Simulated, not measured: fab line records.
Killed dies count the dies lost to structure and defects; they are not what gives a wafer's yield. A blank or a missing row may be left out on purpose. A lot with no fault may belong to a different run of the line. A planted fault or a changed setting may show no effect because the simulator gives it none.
Check of tool commonality    flow sfq-line    14 lots, 42 wafers sampled

## WHY THIS WAS OPENED
At SFQ_M1_RS_MEAS_909 the reading M1_NB_RS is flagged on 2 of 14 lots. No-fault wafers: 0.890 ohm/sq, standard deviation 0.011.
Rule: a lot is flagged in two cases, either no wafer of it has a number, or all its wafers with numbers fall more than 4 standard deviations from that mean. As for the other lots, they are considered sound.

lot   measured      on             M1_NB_RS (ohm/sq), wafer by wafer  flag
L479  day 9 15:37   film-metro-01  0.889 0.902 0.907                  
L480  day 10 00:01  film-metro-02  0.883 0.889 0.887                  
L481  day 10 08:25  film-metro-04  0.892 0.882 0.897                  
L482  day 10 13:49  film-metro-02  0.902 0.883 0.899                  
L484  day 11 16:11  film-metro-01  0.890 0.905 0.888                  
L485  day 12 06:35  film-metro-01  0.895 0.907 0.911                  
L486  day 12 10:30  film-metro-04  0.446 0.445 0.436                  FLAGGED
L487  day 12 17:24  film-metro-01  0.897 0.889 0.883                  
L494  day 15 02:20  film-metro-04  0.438 0.439 0.433                  FLAGGED
L497  day 15 21:16  film-metro-04  0.888 0.878 0.880                  
L498  day 16 07:16  film-metro-02  0.890 0.902 0.891                  
L499  day 16 15:40  film-metro-01  0.895 0.900 0.906                  
L500  day 16 18:04  film-metro-04  0.891 0.889 0.885                  
L501  day 17 02:28  film-metro-02  0.905 0.909 0.884                  
Average over the flagged lots: 0.440 ohm/sq; offset from the usual -0.451 ohm/sq, equal to -41 standard deviations.

## EACH LOT AND THE TOOL IT RAN ON
2 process steps preceding the reading are held in the record, out of 325 steps in the route. Read each cell as the tool, then ch plus the chambers that the sampled wafers visited, then the start.
lot   flag     SFQ_TRILAYER_L0_BARC_OPEN_METAL_ETCH_010  SFQ_TRILAYER_M1_DEP_SPUTTER_037
L479           rie-metal-04 ch 0,1, day 4 04:22          pvd-sputter-03, day 9 15:31
L480           rie-metal-04 ch 0,1, day 4 10:22          pvd-sputter-03, day 9 23:55
L481           rie-metal-04 ch 0,1, day 4 17:34          pvd-sputter-03, day 10 08:19
L482           rie-metal-01 ch 0,1, day 4 23:34          pvd-sputter-06, day 10 13:43
L484           rie-metal-04 ch 0,1, day 5 10:22          pvd-sputter-06, day 11 16:05
L485           rie-metal-04 ch 0,1, day 5 17:34          pvd-sputter-06, day 12 06:29
L486  FLAGGED  rie-metal-03 ch 0,1, day 5 21:11          pvd-sputter-05, day 12 10:05
L487           rie-metal-03 ch 0,1, day 6 04:22          pvd-sputter-03, day 12 17:17
L494  FLAGGED  rie-metal-01 ch 0,1, day 7 18:07          pvd-sputter-05, day 15 01:58
L497           rie-metal-01 ch 0,1, day 8 10:55          pvd-sputter-05, day 15 21:10
L498           rie-metal-04 ch 0,1, day 8 18:07          pvd-sputter-03, day 16 07:11
L499           rie-metal-03 ch 0,1, day 9 00:07          pvd-sputter-05, day 16 15:35
L500           rie-metal-01 ch 0,1, day 9 06:07          pvd-sputter-03, day 16 17:59
L501           rie-metal-03 ch 0,1, day 9 12:07          pvd-sputter-05, day 17 02:23
What the steps here do:
- SFQ_TRILAYER_L0_BARC_OPEN_METAL_ETCH_010: etches BARC in O2, target depth 125 nm, time 41.7 s.
- SFQ_TRILAYER_M1_DEP_SPUTTER_037: material Nb, target thk 200 nm, time 133.3 s.
- SFQ_M1_RS_MEAS_909: measures by four-point-probe.

## FLAGGED AGAINST TOTAL, ONE TOOL AT A TIME (gauges that did the reading follow at the end)
step                                      tool            lots run  flagged  share of the flagged lots  sound lots run after its first flagged lot
SFQ_TRILAYER_L0_BARC_OPEN_METAL_ETCH_010  rie-metal-01    4         1        some                       2 (L497,L500)
SFQ_TRILAYER_L0_BARC_OPEN_METAL_ETCH_010  rie-metal-03    4         1        some                       3 (L487,L499,L501)
SFQ_TRILAYER_L0_BARC_OPEN_METAL_ETCH_010  rie-metal-04    6         0        none                       -
SFQ_TRILAYER_M1_DEP_SPUTTER_037           pvd-sputter-03  6         0        none                       -
SFQ_TRILAYER_M1_DEP_SPUTTER_037           pvd-sputter-05  5         2        all                        3 (L497,L499,L501)
SFQ_TRILAYER_M1_DEP_SPUTTER_037           pvd-sputter-06  3         0        none                       -
SFQ_M1_RS_MEAS_909                        film-metro-01   5         0        none                       -
SFQ_M1_RS_MEAS_909                        film-metro-02   4         0        none                       -
SFQ_M1_RS_MEAS_909                        film-metro-04   5         2        all                        2 (L497,L500)

## WHAT THE TABLE PERMITS
Every flagged lot went through 2 rows of the table: pvd-sputter-05 at SFQ_TRILAYER_M1_DEP_SPUTTER_037 and film-metro-04 at SFQ_M1_RS_MEAS_909.
- pvd-sputter-05 at SFQ_TRILAYER_M1_DEP_SPUTTER_037: 2 of its 5 lots flagged. After the first flagged lot (L497, L499, L501), sound lots still ran on it; a lasting fault on the whole tool would not permit that.
- film-metro-04 at SFQ_M1_RS_MEAS_909: 2 of its 5 lots flagged. After the first flagged lot (L497, L500), sound lots still ran on it; a lasting fault on the whole tool would not permit that.
None of the table's rows ran every flagged lot and, after the first, no sound lot.

## WHAT THE SIMULATOR PUT IN
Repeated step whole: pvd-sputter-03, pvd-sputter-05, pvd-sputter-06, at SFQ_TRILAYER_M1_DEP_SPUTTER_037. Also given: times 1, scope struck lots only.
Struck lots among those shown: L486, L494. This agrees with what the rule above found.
